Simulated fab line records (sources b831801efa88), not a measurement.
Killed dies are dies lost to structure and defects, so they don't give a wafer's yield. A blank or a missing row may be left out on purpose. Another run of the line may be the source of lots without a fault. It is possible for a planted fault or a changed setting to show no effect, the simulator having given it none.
Matching of chambers / flow gf180mcu / pecvd-03 running GF_MIM_CVD_05: 3 sister chambers
The step deposits Si3N4, target thk 42 nm, time 29.086 s. 3 wafers are shown with their chamber, then 7 later ones without.

## WAFERS WITH THEIR CHAMBER
wafer=L893.6; chamber=0; heater power w (W)=791
wafer=L894.1; chamber=2; heater power w (W)=584
wafer=L894.4; chamber=1; heater power w (W)=687

## WAFERS MISSING THEIR CHAMBER
wafer=L894.5; heater power w (W)=763
wafer=L895.1; heater power w (W)=684
wafer=L895.3; heater power w (W)=667
wafer=L895.6; heater power w (W)=696
wafer=L897.2; heater power w (W)=616
wafer=L897.3; heater power w (W)=691
wafer=L897.5; heater power w (W)=700

## CHAMBER TAKEN BY EACH
wafer=L894.5; from the rows above=0; in truth=0
wafer=L895.1; from the rows above=1; in truth=1
wafer=L895.3; from the rows above=1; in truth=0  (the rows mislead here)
wafer=L895.6; from the rows above=1; in truth=1
wafer=L897.2; from the rows above=2; in truth=2
wafer=L897.3; from the rows above=1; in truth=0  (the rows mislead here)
wafer=L897.5; from the rows above=1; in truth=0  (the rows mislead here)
Correctly placed: 4 of 7. Can't be placed from these rows: 0. Placed wrongly: 3.
How it was worked out, from the rows above alone: a wafer's distance from a chamber is the root of the sum, over the readings, of the square of ((its reading less the chamber's mean) divided by the reading's scatter). The wafer belongs to the nearest chamber; if the next one is less than 2 further off, it can't be placed. The mean given for a chamber averages the wafers shown for that chamber. The scatter: with one shown wafer a chamber, the root of the mean of the squares of how far each hidden wafer lies from its nearest shown one.
